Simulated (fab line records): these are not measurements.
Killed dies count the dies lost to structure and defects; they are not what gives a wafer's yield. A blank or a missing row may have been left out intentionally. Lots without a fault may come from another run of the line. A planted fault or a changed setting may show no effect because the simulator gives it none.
Code-filled problem report in 8D (eight disciplines) form	flow gf180mcu	the parts of the form that need people (team, actions taken, sign-off) are left out

## 1. THE ISSUE
Across 12 wafers from 4 lots, STI_OXIDATION_02_THK at GF_STI_THK_MEAS_30 averages 11.17 nm, while fault-free wafers read 10.01 nm with a standard deviation of 0.15. Relative to the usual mean, that is a shift of +7.8 standard deviations.
First observed at day 3 17:04: wafer L981.1, on film metro-03. The record holds 36 wafers of 12 lots with a number at this step. Rule for "out" (also "out of limits"): further than 4 standard deviations from the usual mean. The rest of the wafers with a number are treated as sound.

## 2. WHAT THIS IS AND IS NOT
question	is	is not
which readings at this step	STI_OXIDATION_02_THK	-
which lots	L981, L982, L983, L985	L975, L978, L979, L990, L993, L996, L997, L998
which wafers of those lots	all that have a number	-
read on which gauges	film metro-01, film metro-02, film metro-03	-
when	from day 3 17:04	up to then (9 sound wafers); but 15 sound wafers of L990, L993, L996, L997, L998 came after

## 3. THE SUSPECTS, EACH WITH WHAT RULES IT OUT
Counting: a tool at any process step up to the reading remains a suspect when it ran all the lots that are out and ran no sound lot after the first of those.
- the gauge at GF_STI_THK_MEAS_30 is ruled out. The wafers that are out were read on 3 gauges (film metro-01, film metro-02, film metro-03).
- furnace-01 at GF_STI_OXIDATION_29 (stabilise 600 s, purge 300 s, target thk 10 nm): ruled out as a lasting fault. Following L981 (day 3 15:41), the first lot on it that is out, the sound lots L996, L997 were run on it.
Left after counting: nothing in the record.

## 4. THE CAUSE (what the simulator had put in)
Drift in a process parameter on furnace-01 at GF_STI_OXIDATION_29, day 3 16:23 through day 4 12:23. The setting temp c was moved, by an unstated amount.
It was ruled out by counting, in error; the rule expects a fault to strike all lots run on its tool from its start on, and this fault did not.

## 5. THE CHAIN OF EFFECTS, in route order
Rows list readings where the struck wafers' mean (over those with a number) sits beyond 3 standard deviations from the usual. Only readings for which the record gives a usual standard deviation are gone through. hours: the time from each lot's start at the first step in this table that gives one to its start at this step, as a median over the lots. sigmas: the change in usual standard deviations.
hours	step	reading	usual	on struck wafers	change	sigmas
0	GF_STI_OXIDATION_29	spike tc bottom C	915.7 C	924.8	+9.1	+3.4
0	GF_STI_OXIDATION_29	spike tc centre C	900.2 C	910.5	+10.3	+11
0	GF_STI_OXIDATION_29	spike tc lower C	899.8 C	910.8	+11.0	+10
0	GF_STI_OXIDATION_29	spike tc upper C	900.1 C	911.0	+10.9	+11
0	GF_STI_OXIDATION_29	tube center temp C	900 C	911	+11	+99 or more
0	GF_STI_OXIDATION_29	tube_center_temp_C_max	902.3	912.7	+10.4	+25
1	GF_STI_THK_MEAS_30	STI_OXIDATION_02_THK	10.01 nm	11.17	+1.16	+7.8
Its process steps:
- GF_STI_OXIDATION_29: stabilise 600 s, purge 300 s, target thk 10 nm.

## 6. HOW IT WOULD HAVE BEEN CAUGHT EARLIER
In this record the first reading out of limits at a measuring or inspecting step was taken at day 3 17:04, 1 hour after the fault began at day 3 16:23.
Tool's own readings at GF_STI_OXIDATION_29, spike tc centre C, spike tc lower C, spike tc upper C, tube center temp C, tube_center_temp_C_max: out on all struck wafers the step has rows for; an alarm limit on them would have tripped on the first.
